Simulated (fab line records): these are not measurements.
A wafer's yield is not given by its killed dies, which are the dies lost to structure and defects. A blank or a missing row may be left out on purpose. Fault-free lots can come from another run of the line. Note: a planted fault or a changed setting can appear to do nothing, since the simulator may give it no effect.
A single fault, viewed from 2 desks + flow gf180mcu + numbers are kept per desk, each desk with only its own; the story behind them comes last

== FROM THE METROLOGY DESK ==
Means of the sampled wafers that have a number, per lot and without regard to the tool the lot ran on: this is what the gauges read. A lot is out of limits, marked OUT, if its mean lies more than 4 standard deviations from the usual mean; the brackets give that distance.
Columns: A = M3_ALCU_RS at GF_M3_RS_MEAS_05, usual 0.0697 ohm/sq; B = M3_ALCU_THK at GF_M3_THK_MEAS_06, usual 449 nm
| lot  | first seen here | A      | B   |
|------|-----------------|--------|-----|
| L732 | day 20 11:49    | 0.0688 | 450 |
| L733 | day 20 16:58    | 0.0688 | 456 |
| L734 | day 21 01:28    | 0.0704 | 441 |
| L736 | day 21 21:43    | 0.0700 | 449 |
| L737 | day 22 07:14    | 0.0696 | 450 |
| L741 | day 23 22:07    | 0.0695 | 451 |
| L742 | day 24 02:04    | 0.0695 | 444 |
| L744 | day 24 17:47    | 0.0698 | 449 |
| L745 | day 25 01:47    | 0.0706 | 445 |
| L746 | day 25 07:50    | 0.0686 | 458 |
| L748 | day 25 21:44    | 0.0694 | 450 |
| L753 | day 27 12:02    | 0.0697 | 450 |
This desk found nothing out of limits on any of the 12 lots.

== TOOL OWNER'S DESK, cmp-02 ==
The tool's own readings at GF_V2_CMP_26 (polishes, stops on SiO2, t overpolish 15 s, target thk 0 nm): means of the sampled wafers that have a number, for each lot that ran on this tool. A lot is out of limits, marked OUT, if its mean lies more than 4 standard deviations from the usual mean; the brackets give that distance.
Columns: A = motorCurrentA at GF_V2_CMP_26, usual 10.8 A; B = overpolishRunS at GF_V2_CMP_26, usual 15.000 s; C = timeToEndpointS at GF_V2_CMP_26, usual 86 s
| lot  | first seen here | A    | B                       | C             |
|------|-----------------|------|-------------------------|---------------|
| L734 | day 21 01:00    | 10.6 | 14.998                  | 86            |
| L737 | day 22 06:49    | 10.6 | 15.002                  | 90            |
| L738 | day 22 12:48    | 10.3 | 0.035 (-99 or more) OUT | 132 (+14) OUT |
| L739 | day 22 22:53    | 11.0 | 0.035 (-99 or more) OUT | 130 (+14) OUT |
Finding of this desk: L738, L739 out of limits; the first was L738 at day 22 12:48, on overpolishRunS at GF_V2_CMP_26. L734, L737 stayed within limits.

== ALL TOGETHER ==
At day 22 12:48, on L738, L739, the tool owner's desk was in a position to raise an alarm.
Nothing out of limits was seen by the metrology desk.
The metrology desk has no number on record for L738, L739.
GF_V2_CMP_26 was run on cmp-02 by each of the lots named.

== WHAT HAD BEEN PUT IN BY THE SIMULATOR ==
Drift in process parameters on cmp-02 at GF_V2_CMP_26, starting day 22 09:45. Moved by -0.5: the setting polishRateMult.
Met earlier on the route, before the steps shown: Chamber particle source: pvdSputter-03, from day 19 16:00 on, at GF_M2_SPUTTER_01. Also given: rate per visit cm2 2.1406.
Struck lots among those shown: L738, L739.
Hours from the fault's start to each desk's first reading out of limits: the tool owner's desk, 3.
